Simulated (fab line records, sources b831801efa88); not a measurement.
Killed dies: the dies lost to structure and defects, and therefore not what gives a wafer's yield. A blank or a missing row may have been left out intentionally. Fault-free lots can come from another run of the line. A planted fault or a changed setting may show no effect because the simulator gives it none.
What tool caused it? | flow sky130 | 18 wafers sampled from 6 lots at 1 step of a route of 708

## WHAT EACH GAUGE READ, for each wafer
SKY_VIA2_THK_MEAS_01.
lot  | measured     | on            | VIA2_HDPCVD_THK (nm)
L381 | day 34 19:13 | film metro-03 | 1169 1188 1175
L383 | day 35 19:11 | film metro-03 | 1211 1194 1198
L386 | day 37 01:53 | film metro-03 | 1209 1218 1211
L387 | day 37 07:44 | film metro-02 | 1201 1212 1209
L389 | day 38 14:14 | film metro-01 | 1204 1188 1191
L403 | day 41 21:28 | film metro-01 | 1183 1181 1186

## WHICH TOOL RAN EACH LOT (tool, then ch and the chambers of the sampled wafers, then the start)
Before these readings, the record contains no process step.

## THE ANSWER, worked out from the rows above alone
Rule: the lots themselves supply what counts as usual. Put in order of their means at a reading, lots are off if they are a third of the lots or fewer, leave a main group of 4 or more, and stand apart from it by a gap of 3 or more times the standard deviation of the main group's means; of several such gaps the widest counts. The tables above print the reading to a certain number of digits; a main group whose means all agree to those digits is not used. A lot without any number at a reading at which 4 lots or more have one is off too. The other lots that the step has rows for count as sound.
No lot is off on any of the readings shown, so nothing can be concluded from this.

## WHAT THE SIMULATOR HAD INSERTED
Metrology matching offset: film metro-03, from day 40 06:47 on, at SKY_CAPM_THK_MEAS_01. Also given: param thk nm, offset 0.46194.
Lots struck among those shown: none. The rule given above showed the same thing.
